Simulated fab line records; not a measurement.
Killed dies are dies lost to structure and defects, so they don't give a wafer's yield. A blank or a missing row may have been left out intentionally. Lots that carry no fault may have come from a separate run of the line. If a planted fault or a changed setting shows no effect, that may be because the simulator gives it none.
Problem report in the 8D (eight disciplines) form, filled by code / flow sfq line / the parts of the form that need people (team, actions taken, sign-off) are left out

1. THE ISSUE
oes product au at SFQ_TRILAYER_I4_VIA_BARC_OPEN_VIA_ETCH_146 reads a mean of 0.825 a.u. on 4 wafers of 3 lots; wafers without a fault read 0.685 a.u. with a standard deviation of 0.0044. Relative to the usual mean, that is a shift of +32 standard deviations.
The step: etches BARC in O2, target depth 125 nm, time 41.7 s.
Seen first at day 55 11:07 on rie diel-03, wafer L679.4. Wafers with a number at this step in the record: 19, from 7 lots. Rule for "out", or "out of limits": more than 4 standard deviations from the usual mean. The other wafers with a number count as sound.

2. WHAT IT IS; WHAT IT IS NOT
question=which readings at this step | is=oes product au, run length s | is not=drypump motor current A
question=which lots | is=L679, L680, L681 | is not=L665, L666, L667, L669
question=which wafers of those lots | is=L679.4, L680.1, L680.4, L681.1 | is not=L679.2, L679.5, L681.3
question=read on which tools | is=rie diel-03 | is not=rie diel-04
question=when | is=from day 55 11:07 | is not=up to then (14 sound wafers); but 1 sound wafer of L681 came after

3. SUSPECTS, AND WHAT RULES EACH OUT
Counting: a tool at a process step up to the reading stays a suspect if it ran every lot that is out. Sound lots after the first of them don't rule it out here, since some wafers of a struck lot are sound.
- film metro-03 at SFQ_TRILAYER_I4_METRO_MEASURE_101: kept. It ran every lot that is out, first L679 (day 50 03:26); its last sound lot up to then is L669 (day 47 00:46).
- rie diel-03 at SFQ_TRILAYER_I4_VIA_BARC_OPEN_VIA_ETCH_146 (etches BARC in O2, target depth 125 nm, time 41.7 s): kept. It ran every lot that is out, first L679 (day 55 11:07); its last sound lot up to then is L669 (day 52 20:43). Its own oes product au, run length s readings are out on those wafers.
The count leaves rie diel-03 at SFQ_TRILAYER_I4_VIA_BARC_OPEN_VIA_ETCH_146 and film metro-03 at SFQ_TRILAYER_I4_METRO_MEASURE_101.

4. THE CAUSE (what the simulator had put in)
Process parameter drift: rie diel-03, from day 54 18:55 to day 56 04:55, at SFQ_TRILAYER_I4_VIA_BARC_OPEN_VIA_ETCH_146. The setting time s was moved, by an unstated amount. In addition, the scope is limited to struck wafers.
Of the 2 suspects that counting leaves, this tool is one.

5. THE CHAIN OF EFFECTS, in route order
Each row: a reading whose mean over the struck wafers that have a number lies more than 3 standard deviations from the usual. Scope: only readings with a usual standard deviation given in the record; hours: median across lots of the time from each lot's start at the first step in this table that gives one to its start at this step; sigmas: change in usual standard deviations.
hours=0; step=SFQ_TRILAYER_I4_VIA_BARC_OPEN_VIA_ETCH_146; reading=oes product au; usual=0.685 a.u.; on struck wafers=0.825; change=+0.139; sigmas=+32
hours=0; step=SFQ_TRILAYER_I4_VIA_BARC_OPEN_VIA_ETCH_146; reading=run length s; usual=70.0 s; on struck wafers=60.4; change=-9.6; sigmas=-22
It contains these process steps:
- SFQ_TRILAYER_I4_VIA_BARC_OPEN_VIA_ETCH_146: etches BARC in O2, target depth 125 nm, time 41.7 s.

6. WHAT WOULD HAVE CAUGHT IT SOONER
In this record the first reading out of limits was taken at day 55 11:07, 16 hours after the fault began at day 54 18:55.
